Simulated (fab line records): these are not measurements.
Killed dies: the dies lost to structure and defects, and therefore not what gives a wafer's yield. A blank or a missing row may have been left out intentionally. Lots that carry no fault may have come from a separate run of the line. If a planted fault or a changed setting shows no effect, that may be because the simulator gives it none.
2 desks, one fault -- flow sky130 -- every desk sees just its own numbers, and what lay behind them comes last

THE TOOL OWNER'S DESK: pvd sputter-01
At SKY_CAP2M_SPUTTER_02 (material TiN, target thk 200 nm, time 166.7 s) the tool's own readings: per lot run on this tool, the mean of the sampled wafers that have a number. If a lot's mean is further than 4 standard deviations from the usual mean, the lot is out of limits and carries the mark OUT (the distance appears in the brackets).
Columns: A = throttle valve pct at SKY_CAP2M_SPUTTER_02, usual 29.8 %
lot,first seen here,A
L505,day 41 01:55,32.1
L509,day 42 02:01,31.3
L519,day 44 22:20,29.9
L522,day 45 14:59,32.1
Finding of this desk: none of the 4 lots has anything out of limits.

METROLOGY DESK
What the gauges read, lot by lot, whatever tool the lot ran on: means of the sampled wafers that have a number. If a lot's mean is further than 4 standard deviations from the usual mean, the lot is out of limits and carries the mark OUT (the distance appears in the brackets).
Columns: A = VIA3_BOW at SKY_VIA3_BOW_MEAS_03, usual 81 um; B = cd nm at SKY_VIA3_CD_MEAS_12, usual 199.7 nm; C = CAP2M_TIN_RS at SKY_CAP2M_RS_MEAS_03, usual 6.87 ohm/sq; D = CAP2M_TIN_THK at SKY_CAP2M_THK_MEAS_04, usual 202.8 nm
lot,first seen here,A,B,C,D
L501,day 39 00:29,80,197.9,6.83,203.5
L502,day 39 02:13,82,201.3,6.78,206.3
L504,day 39 16:25,82,199.8,6.73,206.8
L505,day 39 23:35,73,200.9,6.82,204.2
L509,day 41 00:20,88,199.8,6.99,200.1
L513,day 42 01:28,79,200.7,6.87,202.2
L519,day 43 21:52,88,198.3,7.19 (+4.2) OUT,193.9 (-4.0) OUT
L522,day 44 15:57,80,198.2,7.15,194.7
L523,day 44 21:59,76,201.5,6.82,203.6
L524,day 45 10:16,83,200.0,6.86,203.1
This desk reports L519 out of limits; the earliest was L519 at day 44 22:29 (CAP2M_TIN_RS at SKY_CAP2M_RS_MEAS_03). Within limits: L501, L502, L504, L505, L509, L513, L522, L523, L524.

PUT TOGETHER
At day 44 22:29 the metrology desk could have sounded an alarm, on L519.
The tool owner's desk saw nothing out of limits.
On record at the tool owner's desk: L519, within its limits.
All the named lots went through SKY_CAP2M_SPUTTER_02 on pvd sputter-01.

WHAT THE SIMULATOR PUT IN
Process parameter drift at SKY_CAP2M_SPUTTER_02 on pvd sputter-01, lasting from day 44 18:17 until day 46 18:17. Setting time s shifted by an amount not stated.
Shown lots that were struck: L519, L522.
Time in hours between the start of the fault and the first out-of-limits reading at each desk: metrology desk, 4.
